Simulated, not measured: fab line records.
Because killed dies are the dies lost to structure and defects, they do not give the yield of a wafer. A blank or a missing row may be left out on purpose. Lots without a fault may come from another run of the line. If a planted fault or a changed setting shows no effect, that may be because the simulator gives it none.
The same fault as seen by 2 desks | flow gf180mcu | numbers are kept per desk, each desk with only its own; the story behind them comes last

## FROM THE METROLOGY DESK
Means of the sampled wafers that have a number, per lot and without regard to the tool the lot ran on: this is what the gauges read. If a lot's mean is further than 4 standard deviations from the usual mean, the lot is out of limits and carries the mark OUT (the distance appears in the brackets).
Columns: A = V2_W_RS at GF_V2_RS_MEAS_24, usual 0.327 ohm/sq; B = V2_W_THK at GF_V2_THK_MEAS_25, usual 347 nm
lot  | first seen here | A     | B
L129 | day 21 11:34    | 0.328 | 348
L135 | day 23 08:02    | 0.323 | 352
L141 | day 25 09:07    | 0.328 | 347
L148 | day 27 13:50    | 0.328 | 346
L150 | day 27 21:37    | 0.326 | 349
This desk's finding: nothing out of limits on any of the 5 lots.

## AT THE TOOL OWNER'S DESK: pvd-sputter-02
The tool's own readings at GF_M3_SPUTTER_03 (material Ti, target thk 10 nm, time 6.7 s): means of the sampled wafers that have a number, for each lot that ran on this tool. If a lot's mean is further than 4 standard deviations from the usual mean, the lot is out of limits and carries the mark OUT (the distance appears in the brackets).
Columns: A = throttle-valve-pct at GF_M3_SPUTTER_03, usual 30.4 %
lot  | first seen here | A
L135 | day 23 08:41    | 30.0
L141 | day 25 09:45    | 30.1
This desk's finding: nothing out of limits on any of the 2 lots.

## TAKEN TOGETHER
From the metrology desk's view, nothing was out of limits.
Nothing out of limits was seen by the tool owner's desk.

## WHAT THE SIMULATOR HAD INSERTED
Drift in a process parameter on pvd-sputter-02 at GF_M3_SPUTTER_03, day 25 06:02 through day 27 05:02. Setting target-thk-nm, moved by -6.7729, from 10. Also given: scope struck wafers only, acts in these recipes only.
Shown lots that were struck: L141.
